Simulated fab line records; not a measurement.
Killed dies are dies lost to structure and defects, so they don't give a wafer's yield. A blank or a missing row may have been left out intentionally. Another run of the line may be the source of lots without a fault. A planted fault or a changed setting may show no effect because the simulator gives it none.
A struck lot beside a sound one    flow sky130    16 steps out of a route of 708
Sound: wafers L963.1, L963.4, L963.6. The struck wafers were L981.4, L981.5, L981.6. The cause comes at the end.
For every step that has rows: the tool of each side, followed by ch and its chambers, followed by its first start. Under that, the readings that differ: sound wafers    struck wafers    difference of the means    sigmas: that difference in standard deviations of wafers without a fault.
alike: readings whose means differ by less than 2 such deviations, and words and numbers that are the same on both sides. not compared: withheld readings, readings that some wafer has no value for, bounds like >300 that may hide the same value, and numbers for which the record gives no deviation and whose values overlap.
The two part at a step that has a row with sigmas, a row that says differs or no value, or rows on one side only. Numbers that have no deviation but don't overlap get no sigmas and don't part them. Lack of a reading on every wafer of one side parts them only where that side has two or more wafers.

first, 3 steps without rows for these wafers: SKY_SONOS_TUNNEL_EXPOSE_04 (exposes mask TUNM, target cd 410 nm); SKY_SONOS_TUNNEL_PEB_05; SKY_SONOS_TUNNEL_DEVELOP_06 (develop time 60 s).
SKY_SONOS_TUNNEL_CD_MEAS_07 targets a cd of 410 nm.
  struck on cdSem-02, day 18 00:46; sound on cdSem-01, day 11 14:11
  alike: cdNm
SKY_SONOS_TUNNEL_OVL_MEAS_08:
  struck on overlay-01, day 18 00:50; sound on overlay-02, day 11 14:18
  alike: SONOS_TUNNEL_OVL
then, 3 steps without rows for these wafers: SKY_SONOS_TUNNEL_IMPLANT_09; SKY_SONOS_TUNNEL_WET_ETCH_10 (etches SiO2 in dHF, target depth 14 nm, time 280 s); SKY_SONOS_TUNNEL_STRIP_11 (strips in SPM, time 600 s).
SKY_SONOS_TUNNEL_TW_MEAS_12:
  struck on filmMetro-03, day 18 01:17; sound on filmMetro-04, day 11 14:44
reading          sound              struck             difference  sigmas
SONOS_TUNNEL_TW  201.1 200.9 199.8  193.7 194.8 194.8  -6.2        -3
then, 2 steps without rows for these wafers: SKY_SONOS_TUNNEL_CLEAN_13 (cleans in dHF, time 20 s); SKY_SONOS_ONO_OXIDATION_00 (stabilise 600 s, purge 300 s, target thk 2.6 nm).
SKY_SONOS_ONO_THK_MEAS_01:
  struck on filmMetro-02, day 18 03:23; sound on filmMetro-03, day 11 16:11
  alike: SONOS_ONO_OXIDATION_THK
SKY_SONOS_ONO_CVD_02: deposits Si3N4 from DCS/NH3, target thk 10.5 nm, time 180 s.
  sound on lpcvd-02 ch 1, day 11 16:15; struck on lpcvd-02 ch 0, day 18 03:25
reading                                     sound              struck             difference  sigmas
spikeTcCentreC (C)                          771.1 769.9 771.7  791.8 793.9 795.0  +22.7       +16
spikeTcLowerC (C)                           770.9 771.7 770.3  766.3 767.1 765.6  -4.6        -3
spikeTcTopC (C)                             783.1 783.8 783.6  785.6 785.6 787.4  +2.7        +2
spikeTcUpperC (C)                           770.8 770.5 771.0  766.0 765.1 766.9  -4.8        -4
susceptorTempC (C)                          770.3 770.1 770.0  769.4 769.4 769.3  -0.8        -2
zonePowerCentrePct (%)                      13.0 12.9 13.0     22.3 22.2 21.9     +9.2        +8
zonePowerUpperPct (%)                       12.38 12.26 12.25  9.71 9.64 9.75     -2.60       -10
model.Si3N4_of_SONOS_ONO_CVD_02.thkNm (nm)  10.46 10.32 10.43  12.75 12.56 12.36  +2.15       
  alike: pressureMtorr, zonePowerLowerPct
SKY_SONOS_ONO_THK_MEAS_03:
  struck on filmMetro-01, day 18 04:30; sound on filmMetro-02, day 11 17:18
reading                    sound              struck             difference  sigmas
SONOS_ONO_CVD_02_THK (nm)  10.47 10.29 10.53  12.70 12.56 12.31  +2.09       +15
then, 1 step without rows for these wafers: SKY_SONOS_ONO_CVD_04 (deposits SiO2 from SiH4/N2O, target thk 5.7199 nm).
-- a jump in the record: the struck wafers' starts before and after are 32 days apart (it breaks off in module SONOS_ONO and resumes in module PAD_OPEN, where the first step shown is number 708 of the route) --
SKY_PAD_OPEN_PROBE_99:
  struck on prober-02, day 50 11:24; sound on prober-02, day 46 03:25
reading                                  sound                 struck                difference  sigmas
model.etest.sonosErased.driveUaUm        181.6 216.6 224.8     118.7 152.9 151.5     -66.6       
model.etest.sonosUncharged.rOnOhmUm      818.4 807.6 797.4     836.1 864 841.2       +39.3       
model.etest.capOno.gateLog10ACm2         -7.596 -7.364 -7.403  -9.127 -9.061 -9.086  -1.637      
model.etest.sonosProgrammed.offLog10AUm  -14.11 -13.99 -13.85  -12.18 -13.15 -12.7   +1.31       
model.etest.capOno.gateBvV (V)           15.96 16.14 16.13     17.48 17.26 17.37     +1.29       
model.etest.capOno.toxAccNm (nm)         12.6 12.46 12.49      13.85 13.72 13.73     +1.25       
model.etest.sonosProgrammed.vtV (V)      1.607 1.641 1.66      0.8546 0.9396 0.9119  -0.7340     
model.etest.sonosErased.vtV (V)          -2.369 -2.438 -2.434  -1.773 -1.865 -1.844  +0.586      
  alike: killed_at_M0_to_M3, killed_at_M4_up, killedAtContacts, killedAtFrontEnd, killedAtOther, killedDies, killedOpen, killedShort

== WHERE THEY PART ==
At SKY_SONOS_TUNNEL_TW_MEAS_12 first; at SKY_SONOS_ONO_THK_MEAS_03 last (within this record only). Later steps at which nothing parts them and some readings are alike: SKY_PAD_OPEN_PROBE_99.

WHY: what had been put in by the simulator
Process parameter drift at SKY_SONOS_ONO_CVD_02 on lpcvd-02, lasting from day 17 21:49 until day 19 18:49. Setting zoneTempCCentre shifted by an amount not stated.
